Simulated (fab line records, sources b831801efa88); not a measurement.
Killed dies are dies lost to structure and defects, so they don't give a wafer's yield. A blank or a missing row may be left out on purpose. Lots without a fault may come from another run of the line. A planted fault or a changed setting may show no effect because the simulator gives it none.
Chamber matching | flow gf180mcu | GF_V2_CVD_02 on pecvd-04: 3 sister chambers
The step deposits SiO2 from TEOS, target thk 850 nm, time 94.851 s. 3 wafers are shown with their chamber, then 8 later ones without.

WAFERS WITH THEIR CHAMBER
wafer  | chamber | heater_power_w (W)
L094.2 | 2       | 989
L094.6 | 1       | 551
L095.2 | 0       | 519

WAFERS WITHOUT THEIR CHAMBER
wafer  | heater_power_w (W)
L095.4 | 931
L095.5 | 458
L096.3 | 599
L096.4 | 458
L096.6 | 956
L097.4 | 523
L097.5 | 580
L097.6 | 798

WHICH CHAMBER EACH WENT THROUGH
wafer  | from the rows above          | in truth
L095.4 | 2                            | 2
L095.5 | can't be placed: 0 or 1      | 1
L096.3 | can't be placed: 1 or 0      | 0
L096.4 | can't be placed: 0 or 1      | 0
L096.6 | 2                            | 2
L097.4 | can't be placed: 0 or 1      | 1
L097.5 | can't be placed: 1 or 0      | 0
L097.6 | can't be placed: 2 or 1 or 0 | 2
Placed correctly: 2 of 8. Can't be placed from these rows: 6 (the true chamber is among the candidates in 6). Placed wrongly: 0.
How it was worked out, from the rows above alone: a wafer's distance from a chamber is the root of the sum, over the readings, of the square of ((its reading less the chamber's mean) divided by the reading's scatter). The wafer belongs to the nearest chamber; if the next one is less than 2 further off, it can't be placed. A chamber's mean is the mean of its shown wafers. The scatter: with one shown wafer a chamber, the root of the mean of the squares of how far each hidden wafer lies from its nearest shown one.
